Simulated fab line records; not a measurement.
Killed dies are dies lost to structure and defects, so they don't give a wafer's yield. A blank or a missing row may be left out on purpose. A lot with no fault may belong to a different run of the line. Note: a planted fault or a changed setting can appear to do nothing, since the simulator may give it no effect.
Matching of chambers :: flow sky130 :: SKY_CAPM_CVD_00 on pecvd-04: 3 sister chambers
The step deposits SiO2, target thk 15.5 nm. 14 wafers are shown with their chamber, then 7 later ones without.

== EACH WAFER AND ITS CHAMBER ==
wafer: L929.1
chamber: 0
heater power w (W): 759
rf fwd power W (W): 440.1

wafer: L929.5
chamber: 1
heater power w (W): 887
rf fwd power W (W): 442.0

wafer: L929.6
chamber: 0
heater power w (W): 750
rf fwd power W (W): 441.4

wafer: L932.3
chamber: 2
heater power w (W): 890
rf fwd power W (W): 439.9

wafer: L932.4
chamber: 0
heater power w (W): 719
rf fwd power W (W): 442.5

wafer: L932.5
chamber: 1
heater power w (W): 912
rf fwd power W (W): 442.9

wafer: L943.1
chamber: 2
heater power w (W): 868
rf fwd power W (W): 440.4

wafer: L943.2
chamber: 1
heater power w (W): 870
rf fwd power W (W): 442.1

wafer: L943.3
chamber: 0
heater power w (W): 711
rf fwd power W (W): 439.5

wafer: L946.1
chamber: 1
heater power w (W): 833
rf fwd power W (W): 441.6

wafer: L946.2
chamber: 0
heater power w (W): 792
rf fwd power W (W): 442.8

wafer: L946.5
chamber: 1
heater power w (W): 888
rf fwd power W (W): 441.8

wafer: L949.1
chamber: 2
heater power w (W): 916
rf fwd power W (W): 439.9

wafer: L949.4
chamber: 1
heater power w (W): 931
rf fwd power W (W): 440.5

SIGNATURES (averages over the wafers above)
reading: heater power w
chamber 0: 746.20
chamber 1: 886.83
chamber 2: 891.33
scatter within a chamber: 31.9

reading: rf fwd power W
chamber 0: 441.260
chamber 1: 441.817
chamber 2: 440.067
scatter within a chamber: 1.03
Rule: distance of a wafer from a chamber = root of the sum over the readings of ((wafer's reading minus chamber's mean) / reading's scatter) squared. If the next closest chamber is less than 2 further off than the closest, the wafer can't be placed; otherwise it belongs to the closest. The scatter: take each reading less its chamber's mean, square it, sum over the shown wafers, divide by the number of wafers less the number of chambers, and take the root.

== WAFERS MISSING THEIR CHAMBER ==
wafer: L949.5
heater power w (W): 884
rf fwd power W (W): 439.4

wafer: L951.4
heater power w (W): 873
rf fwd power W (W): 442.3

wafer: L951.5
heater power w (W): 700
rf fwd power W (W): 440.8

wafer: L951.6
heater power w (W): 911
rf fwd power W (W): 441.1

wafer: L952.2
heater power w (W): 801
rf fwd power W (W): 439.6

wafer: L952.3
heater power w (W): 778
rf fwd power W (W): 441.0

wafer: L952.4
heater power w (W): 767
rf fwd power W (W): 441.0

== EACH ONE'S CHAMBER ==
wafer: L949.5
from the rows above: can't be placed: 2 or 1
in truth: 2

wafer: L951.4
from the rows above: can't be placed: 1 or 2
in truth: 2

wafer: L951.5
from the rows above: 0
in truth: 0

wafer: L951.6
from the rows above: can't be placed: 1 or 2
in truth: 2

wafer: L952.2
from the rows above: can't be placed: 0 or 2 or 1
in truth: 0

wafer: L952.3
from the rows above: 0
in truth: 0

wafer: L952.4
from the rows above: 0
in truth: 0
Correctly placed: 3 of 7. Unplaceable from these rows: 4, with the true chamber sitting among the candidates in 4. Wrongly placed: 0.
